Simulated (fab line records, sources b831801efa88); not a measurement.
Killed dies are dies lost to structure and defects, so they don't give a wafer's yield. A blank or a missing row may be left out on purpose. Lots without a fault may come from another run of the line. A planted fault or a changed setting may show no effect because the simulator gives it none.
A struck lot beside a sound one | flow sky130 | 15 steps out of a route of 708
Sound: wafers L217.2, L217.5, L217.6. Struck: wafers L215.1, L215.4, L215.5. The cause comes at the end.
At each step with rows: each side's tool, then ch and its chambers, then its first start. Under that, the readings that differ: sound wafers | struck wafers | difference of the means | sigmas: that difference in standard deviations of wafers without a fault.
alike: readings whose means differ by less than 2 such deviations, and words and numbers that are the same on both sides. not compared: withheld readings, readings that some wafer has no value for, bounds like >300 that may hide the same value, and numbers for which the record gives no deviation and whose values overlap.
The two part at a step that has a row with sigmas, a row that says differs or no value, or rows on one side only. Numbers that don't overlap but have no deviation are shown without sigmas and don't part them. A reading that every wafer of one side lacks parts them only if that side has two wafers or more.

first, 3 steps without rows for these wafers: SKY_CONTACT_STRIP_20 (strips in post etch residue remover, time 1200 s); SKY_CONTACT_CLEAN_21 (cleans in IPA, time 180 s); SKY_CONTACT_CLEAN_22 (cleans in O3/DIW).
SKY_CONTACT_SPUTTER_23: material TiN, target thk 20 nm, time 80 s.
  sound on pvd_sputter-04, day 38 16:35; struck on pvd_sputter-01, day 38 01:37
  alike: cathode_dc_power_W, chamber_pressure_pa, throttle_valve_pct
SKY_CONTACT_CVD_24: deposits W, target thk 340 nm, time 102.12 s.
  sound on cvd_w-01 ch 0,1, day 38 16:39; struck on cvd_w-01 ch 0,1, day 38 01:41
  alike: chamber_pressure_Torr, heater_power_w, susceptor_temp_C
SKY_CONTACT_RS_MEAS_25: measures by four-point-probe.
  sound on film_metro-04, day 38 16:47; struck on film_metro-04, day 38 01:48
  alike: CONTACT_W_RS
SKY_CONTACT_THK_MEAS_26: measures by xrf.
  sound on film_metro-04, day 38 16:53; struck on film_metro-04, day 38 01:55
  alike: CONTACT_W_THK
SKY_CONTACT_CMP_27: polishes, stops on SiO2, t overpolish 15 s, target thk 0 nm.
  sound on cmp-01 ch 0,1,3, day 38 17:05; struck on cmp-02 ch 0,2,3, day 38 02:05
  alike: motor_current_A, overpolish_run_s, time_to_endpoint_s
SKY_METAL1_SPUTTER_00: material Ti, target thk 15 nm, time 10 s.
  sound on pvd_sputter-02, day 38 17:14; struck on pvd_sputter-04, day 38 02:17
  alike: cathode_dc_power_W, chamber_pressure_pa, throttle_valve_pct
then, 1 step without rows for these wafers: SKY_METAL1_SPUTTER_01 (material TiN, target thk 20 nm, time 16.7 s).
SKY_METAL1_SPUTTER_02: material AlCu, target thk 250 nm, time 13.3 s.
  sound on pvd_sputter-02, day 38 17:17; struck on pvd_sputter-04, day 38 02:20
  alike: cathode_dc_power_W, chamber_pressure_pa, throttle_valve_pct
then, 1 step without rows for these wafers: SKY_METAL1_SPUTTER_03 (material Ti, target thk 5 nm, time 3.3 s).
SKY_METAL1_SPUTTER_04: material TiN, target thk 70 nm, time 58.3 s.
  sound on pvd_sputter-02, day 38 17:20; struck on pvd_sputter-04, day 38 02:22
  no value came back on the struck wafers for cathode_dc_power_W (W), chamber_pressure_pa (Pa), throttle_valve_pct (%); on the sound wafers cathode_dc_power_W (W) reads 6500.6 6500.4 6499.7
SKY_METAL1_THK_MEAS_06: measures by xrf.
  sound on film_metro-03, day 38 17:31; struck on film_metro-01, day 38 02:32
  reading              | sound       | struck      | difference | sigmas
  METAL1_ALCU_THK (nm) | 249 247 251 | 292 288 293 | +42        | +13
then, 1 step without rows for these wafers: SKY_METAL1_DEHYDRATE_07 (time 60 s).

WHERE THEY PART
First at SKY_METAL1_SPUTTER_04; last, within this record, at SKY_METAL1_THK_MEAS_06.

WHY: what the simulator had put in
Skipped step whole: pvd_sputter-04, from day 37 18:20 on, at SKY_METAL1_SPUTTER_04. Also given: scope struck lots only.
